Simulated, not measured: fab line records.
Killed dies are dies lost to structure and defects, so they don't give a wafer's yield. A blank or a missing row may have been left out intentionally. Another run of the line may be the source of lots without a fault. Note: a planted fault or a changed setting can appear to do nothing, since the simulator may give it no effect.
fab line records | flow sky130
[record] lots = 14 | wafers = 42 | last-day = 50
route steps=708 shown RES_PROTECT@215 LDD_N@251 LDD_HVN@274 LI_CONTACT@363
lots that met no fault: from a run of the same line without faults
start-h: hours from the record's opening day to when the first of the lot's shown wafers began | wait-h: hours since the lot's step before | " same as the row above | L1.1+2: several wafers, shown together as one row | - value missing, or start not given | * or withheld: withheld | < > ~ a bound
route shown NAME@n: a module of which the file shows steps, and the number in the route of the first | usual: mean/standard deviation taken from wafers without a fault | same: alike in all rows | chamber/n: place in a boat | sites: per-site readings | _std_site: standard deviation of those values | _edge_site: mean of outer sites minus mean of inner sites | radius-mm: how far each site lies from the wafer's centre | mask NAME#n: copy n | behind: the tool/chamber that last shaped the wafer | hold: reason for holding the lot/hours on hold/outcome of the hold | device: which transistor (n, p or np) failed to switch | end of line: tests run on the same wafers once the route is complete | a step without rows: its recipe alone | killed: dies that structure and defects cost at the first sort, which is not the same as the wafer's yield | map: dies across one wafer; x = killed, . = not, _ = none there
set.NAME: the setting that was run; set.NAME@STEP: the one run at that earlier step | model.NAME: the simulator's own value behind a step, which no gauge read
the route's steps for a sample of lots (tables are steps, rows are wafers)
services: a tool's chamber out of use, with start hour (start-h, from the record's first day; less than 0 if before it), hours out, and reason
[[steps]]
[step SKY_RES_PROTECT_TW_MEAS_08]
[usual] POLY_GATE_TW = 4017/61
lot.wafer | tool          | chamber | start-h | wait-h | POLY_GATE_TW
L745.1    | film-metro-03 | -       | 336.88  | 0.1    | 4099
L745.3    | "             | -       | "       | "      | 4095
L745.6    | "             | -       | "       | "      | 4117
L747.1    | film-metro-03 | -       | 350.93  | 0.1    | 4106
L747.3    | "             | -       | "       | "      | 4101
L747.4    | "             | -       | "       | "      | 4108
L749.1    | film-metro-02 | -       | 370.83  | 0.1    | 4045
L749.3    | "             | -       | "       | "      | 4022
L749.6    | "             | -       | "       | "      | 4036
L748.1    | film-metro-01 | -       | 371.13  | 0.1    | 3946
L748.2    | "             | -       | "       | "      | 3962
L748.5    | "             | -       | "       | "      | 3958
L750.3    | film-metro-02 | -       | 390.69  | 0.1    | 4017
L750.4    | "             | -       | "       | "      | 4003
L750.5    | "             | -       | "       | "      | 3995
L751.2    | film-metro-02 | -       | 400.24  | 0.1    | 3998
L751.3    | "             | -       | "       | "      | 3997
L751.4    | "             | -       | "       | "      | 3982
L752.1    | film-metro-02 | -       | 415.02  | 0.1    | 4029
L752.2    | "             | -       | "       | "      | 4029
L752.6    | "             | -       | "       | "      | 4038
L755.4    | film-metro-02 | -       | 433.81  | 0.1    | 4045
L755.5    | "             | -       | "       | "      | 4033
L755.6    | "             | -       | "       | "      | 4021
L758.1    | film-metro-02 | -       | 462.53  | 0.1    | 4021
L758.3    | "             | -       | "       | "      | 3995
L758.6    | "             | -       | "       | "      | 4014
L759.1    | film-metro-03 | -       | 478.23  | 0.1    | 4092
L759.3    | "             | -       | "       | "      | 4100
L759.4    | "             | -       | "       | "      | 4108
L761.1    | film-metro-02 | -       | 486.93  | 0.1    | 4023
L761.2    | "             | -       | "       | "      | 4037
L761.3    | "             | -       | "       | "      | 4023
L766.2    | film-metro-02 | -       | 522.74  | 0.1    | 4011
L766.4    | "             | -       | "       | "      | 3990
L766.5    | "             | -       | "       | "      | 4005
L765.1    | film-metro-01 | -       | 529.12  | 0.1    | 3916
L765.4    | "             | -       | "       | "      | 3935
L765.5    | "             | -       | "       | "      | 3943
L768.3    | film-metro-03 | -       | 537.00  | 0.1    | 4080
L768.4    | "             | -       | "       | "      | 4082
L768.6    | "             | -       | "       | "      | 4069
[step SKY_LDD_N_IMPLANT_14]
[recipe] species = BF2 | energy-kev = 50 | dose-cm2 = 5e+12 | tilt-deg = 30 | rotation-deg = 180
[usual] beam-energy-keV = 49.997/0.017 | faraday-current-uA = 28.1/0.61 | rotation-deg = 180.00/0.04
lot.wafer | tool         | chamber | start-h | wait-h | beam-energy-keV | faraday-current-uA | rotation-deg
L745.1    | implanter-01 | 0       | 403.79  | 0.1    | 49.991          | 28.2               | 179.96
L745.3    | "            | 0       | "       | "      | 50.002          | 28.0               | 180.02
L745.6    | "            | 0       | "       | "      | 49.995          | 29.1               | 180.03
L747.1    | implanter-01 | 0       | 418.90  | 0.1    | 49.997          | 27.2               | 179.98
L747.3    | "            | 0       | "       | "      | 49.996          | 28.6               | 179.98
L747.4    | "            | 0       | "       | "      | 50.000          | 28.9               | 179.97
L748.1    | implanter-02 | 0       | 437.85  | 0.1    | 50.004          | 27.5               | 180.04
L748.2    | "            | 0       | "       | "      | 50.019          | 28.4               | 180.00
L748.5    | "            | 0       | "       | "      | 50.007          | 28.3               | 180.02
L749.1    | implanter-04 | 0       | 438.39  | 0.1    | 49.999          | 29.0               | 180.03
L749.3    | "            | 0       | "       | "      | 49.988          | 27.5               | 180.00
L749.6    | "            | 0       | "       | "      | 49.976          | 28.7               | 180.00
L750.3    | implanter-02 | 0       | 455.92  | 0.1    | 49.984          | 27.8               | 180.06
L750.4    | "            | 0       | "       | "      | 49.980          | 28.1               | 179.94
L750.5    | "            | 0       | "       | "      | 49.998          | 27.7               | 180.03
L751.2    | implanter-02 | 0       | 465.64  | 0.1    | 50.025          | 28.6               | 179.97
L751.3    | "            | 0       | "       | "      | 49.998          | 28.5               | 180.05
L751.4    | "            | 0       | "       | "      | 50.009          | 27.8               | 180.00
L752.1    | implanter-01 | 0       | 481.37  | 0.1    | 49.979          | 27.7               | 179.96
L752.2    | "            | 0       | "       | "      | 49.966          | 27.9               | 179.95
L752.6    | "            | 0       | "       | "      | 49.989          | 28.7               | 179.96
L755.4    | implanter-02 | 0       | 499.96  | 0.1    | 50.030          | 28.5               | 180.08
L755.5    | "            | 0       | "       | "      | 50.003          | 27.7               | 180.01
L755.6    | "            | 0       | "       | "      | 50.009          | 28.0               | 180.00
L758.1    | implanter-02 | 0       | 528.43  | 0.1    | 52.571          | 28.4               | 179.95
L758.3    | "            | 0       | "       | "      | 52.588          | 28.4               | 180.02
L758.6    | "            | 0       | "       | "      | 52.577          | 27.4               | 180.01
L759.1    | implanter-02 | 0       | 543.93  | 0.1    | 52.576          | 29.4               | 180.10
L759.3    | "            | 0       | "       | "      | 52.554          | 28.9               | 180.05
L759.4    | "            | 0       | "       | "      | 52.547          | 28.7               | 180.04
L761.1    | implanter-02 | 0       | 553.03  | 0.1    | 52.584          | 27.9               | 179.98
L761.2    | "            | 0       | "       | "      | 52.600          | 28.2               | 179.95
L761.3    | "            | 0       | "       | "      | 52.586          | 27.9               | 180.05
L766.2    | implanter-01 | 0       | 586.68  | 0.1    | 49.999          | 28.5               | 179.96
L766.4    | "            | 0       | "       | "      | 50.024          | 27.7               | 180.03
L766.5    | "            | 0       | "       | "      | 49.986          | 27.1               | 179.99
L765.1    | implanter-04 | 0       | 593.98  | 0.1    | 49.998          | 27.8               | 180.02
L765.4    | "            | 0       | "       | "      | 49.968          | 27.9               | 179.94
L765.5    | "            | 0       | "       | "      | 49.995          | 28.5               | 180.02
L768.3    | implanter-04 | 0       | 602.05  | 0.1    | 49.973          | 28.0               | 180.00
L768.4    | "            | 0       | "       | "      | 49.972          | 27.7               | 180.04
L768.6    | "            | 0       | "       | "      | 49.984          | 27.9               | 179.97
[step SKY_LDD_HVN_OVL_MEAS_07]
[usual] LDD_HVN_OVL = -1.1/1.2
lot.wafer | tool       | chamber | start-h | wait-h | LDD_HVN_OVL[nm]
L745.1    | overlay-02 | -       | 464.98  | 0.1    | -1.1
L745.3    | "          | -       | "       | "      | -2.4
L745.6    | "          | -       | "       | "      | -1.5
L747.1    | overlay-01 | -       | 481.28  | 0.1    | -1.5
L747.3    | "          | -       | "       | "      | -1.1
L747.4    | "          | -       | "       | "      | -2.1
L748.1    | overlay-01 | -       | 500.12  | 0.1    | 0.0
L748.2    | "          | -       | "       | "      | -1.1
L748.5    | "          | -       | "       | "      | 1.4
L749.1    | overlay-01 | -       | 501.13  | 0.1    | 0.5
L749.3    | "          | -       | "       | "      | -2.2
L749.6    | "          | -       | "       | "      | -2.5
L750.3    | overlay-01 | -       | 517.74  | 0.1    | -1.7
L750.4    | "          | -       | "       | "      | -2.3
L750.5    | "          | -       | "       | "      | -2.6
L751.2    | overlay-02 | -       | 527.68  | 0.1    | -0.9
L751.3    | "          | -       | "       | "      | -1.1
L751.4    | "          | -       | "       | "      | 0.3
L752.1    | overlay-02 | -       | 542.38  | 0.1    | 1.6
L752.2    | "          | -       | "       | "      | 0.9
L752.6    | "          | -       | "       | "      | 1.2
L755.4    | overlay-02 | -       | 559.44  | 0.1    | -2.6
L755.5    | "          | -       | "       | "      | 0.1
L755.6    | "          | -       | "       | "      | -0.7
L758.1    | overlay-01 | -       | 588.12  | 0.1    | -2.3
L758.3    | "          | -       | "       | "      | -1.2
L758.6    | "          | -       | "       | "      | -2.0
L759.1    | overlay-02 | -       | 603.37  | 0.1    | -1.7
L759.3    | "          | -       | "       | "      | -1.6
L759.4    | "          | -       | "       | "      | -1.4
L761.1    | overlay-01 | -       | 612.47  | 0.1    | -0.2
L761.2    | "          | -       | "       | "      | -1.0
L761.3    | "          | -       | "       | "      | 0.3
L766.2    | overlay-01 | -       | 644.67  | 0.1    | -0.8
L766.4    | "          | -       | "       | "      | -1.4
L766.5    | "          | -       | "       | "      | -0.7
L765.1    | overlay-02 | -       | 653.12  | 0.1    | -2.2
L765.4    | "          | -       | "       | "      | -2.2
L765.5    | "          | -       | "       | "      | -2.1
L768.3    | overlay-02 | -       | 659.20  | 0.1    | -2.4
L768.4    | "          | -       | "       | "      | -2.4
L768.6    | "          | -       | "       | "      | -2.5
[step SKY_LI_CONTACT_THK_MEAS_01]
[recipe] reads = PSG_of_LI_CONTACT_HDPCVD_00
[usual] LI_CONTACT_HDPCVD_THK = 929/9.9
lot.wafer | tool          | chamber | start-h | wait-h | LI_CONTACT_HDPCVD_THK[nm]
L745.1    | film-metro-04 | -       | 645.69  | 0.1    | 929
L745.3    | "             | -       | "       | "      | 954
L745.6    | "             | -       | "       | "      | 945
L747.1    | film-metro-01 | -       | 666.65  | 0.1    | 948
L747.3    | "             | -       | "       | "      | 935
L747.4    | "             | -       | "       | "      | 942
L748.1    | film-metro-04 | -       | 680.19  | 0.1    | 940
L748.2    | "             | -       | "       | "      | 928
L748.5    | "             | -       | "       | "      | 928
L749.1    | film-metro-02 | -       | 682.55  | 0.1    | 922
L749.3    | "             | -       | "       | "      | 929
L749.6    | "             | -       | "       | "      | 918
L750.3    | film-metro-02 | -       | 696.06  | 0.1    | 924
L750.4    | "             | -       | "       | "      | 912
L750.5    | "             | -       | "       | "      | 926
L751.2    | film-metro-02 | -       | 703.95  | 0.1    | 928
L751.3    | "             | -       | "       | "      | 923
L751.4    | "             | -       | "       | "      | 920
L752.1    | film-metro-01 | -       | 720.54  | 0.1    | 932
L752.2    | "             | -       | "       | "      | 916
L752.6    | "             | -       | "       | "      | 921
L755.4    | film-metro-01 | -       | 735.67  | 0.0    | 937
L755.5    | "             | -       | "       | "      | 942
L755.6    | "             | -       | "       | "      | 923
L758.1    | film-metro-02 | -       | 762.05  | 0.1    | 919
L758.3    | "             | -       | "       | "      | 938
L758.6    | "             | -       | "       | "      | 929
L759.1    | film-metro-02 | -       | 777.75  | 0.1    | 935
L759.3    | "             | -       | "       | "      | 917
L759.4    | "             | -       | "       | "      | 931
L761.1    | film-metro-01 | -       | 782.10  | 0.1    | 927
L761.2    | "             | -       | "       | "      | 940
L761.3    | "             | -       | "       | "      | 928
L766.2    | film-metro-01 | -       | 812.90  | 0.1    | 933
L766.4    | "             | -       | "       | "      | 925
L766.5    | "             | -       | "       | "      | 940
L765.1    | film-metro-01 | -       | 820.72  | 0.1    | 925
L765.4    | "             | -       | "       | "      | 934
L765.5    | "             | -       | "       | "      | 923
L768.3    | film-metro-04 | -       | 826.89  | 0.1    | 928
L768.4    | "             | -       | "       | "      | 925
L768.6    | "             | -       | "       | "      | 914
[[services]]
tool         | chamber | start-h | hours | kind
implanter-02 | -       | 392.22  | 4.8   | repair
implanter-04 | -       | 419.71  | 4.8   | repair
implanter-01 | -       | 431.34  | 1.6   | pm
implanter-01 | -       | 483.29  | 4.3   | pm
implanter-01 | -       | 522.02  | 2.6   | repair
implanter-01 | -       | 549.27  | 2.1   | repair
implanter-01 | -       | 556.24  | 2.5   | repair
implanter-01 | -       | 565.66  | 2.5   | repair
implanter-02 | -       | 593.64  | 5.1   | pm
[[key]]
[first-sign] step = SKY_LDD_N_IMPLANT_14 | reading = beam-energy-keV | direction = up | sigmas = 99+ | usual = * | struck = *
effect none on later readings
met-at SKY_LDD_N_IMPLANT_14
struck-lots L758,L759,L761
tester-left-out L758,L759,L761
not-acting-at SKY_RES_PROTECT_TW_MEAS_08,SKY_LDD_HVN_OVL_MEAS_07,SKY_LI_CONTACT_THK_MEAS_01
onset-between 499.96 528.43
[fault] kind = process-parameter-drift | tool = implanter-02 | chamber = - | onset-h = 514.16 | steps = SKY_LDD_N_IMPLANT_14 | channel = energy-kev | offset = * | shape = step | end-h = 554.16 | acts-in = * | stated = *
// tester-left-out: of these lots the tester's yield and bins aren't shown, on N5 and GAA mostly nor the transistor test; their killed dies are dies lost to structure and defects alone, not to doping, threshold or leakage, so they don't give the yield
